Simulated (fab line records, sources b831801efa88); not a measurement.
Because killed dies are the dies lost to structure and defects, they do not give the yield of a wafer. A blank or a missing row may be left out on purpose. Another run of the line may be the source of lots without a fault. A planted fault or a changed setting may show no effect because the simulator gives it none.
Which tool is to blame? || flow gf180mcu || route of 602 steps, sampled at 1 step: 6 lots, 18 wafers

WHAT THE GAUGES READ, wafer by wafer
GF_V2_THK_MEAS_03.
{"lot": "L274", "measured": "day 19 17:36", "on": "film-metro-02", "V2_CVD_02_THK (nm)": "844 856 862"}
{"lot": "L276", "measured": "day 20 11:42", "on": "film-metro-02", "V2_CVD_02_THK (nm)": "843 853 862"}
{"lot": "L279", "measured": "day 21 16:34", "on": "film-metro-02", "V2_CVD_02_THK (nm)": "847 850 857"}
{"lot": "L281", "measured": "day 22 14:51", "on": "film-metro-04", "V2_CVD_02_THK (nm)": "835 862 861"}
{"lot": "L289", "measured": "day 25 04:16", "on": "film-metro-01", "V2_CVD_02_THK (nm)": "845 840 857"}
{"lot": "L294", "measured": "day 26 09:41", "on": "film-metro-04", "V2_CVD_02_THK (nm)": "837 851 862"}

EACH LOT AND THE TOOL THAT RAN IT (in order: tool; ch and the chambers of the sampled wafers; start)
The record shows no process step preceding these readings.

THE ANSWER, worked out from the rows above alone
Rule: usual is defined by the lots themselves. The widest of any qualifying gaps counts: lots, ordered by their means at a reading, are off when they make up no more than a third of the lots, leave a main group of 4 or more, and stand apart from it by 3 or more times the standard deviation of that group's means. A main group is skipped when, at the precision printed for the reading in the tables above, its means are all equal. A lot without any number at a reading at which 4 lots or more have one is off too. All remaining lots with rows at the step are treated as sound.
No lot is off on any of the readings shown, so nothing can be concluded from this.

WHAT THE SIMULATOR HAD INSERTED
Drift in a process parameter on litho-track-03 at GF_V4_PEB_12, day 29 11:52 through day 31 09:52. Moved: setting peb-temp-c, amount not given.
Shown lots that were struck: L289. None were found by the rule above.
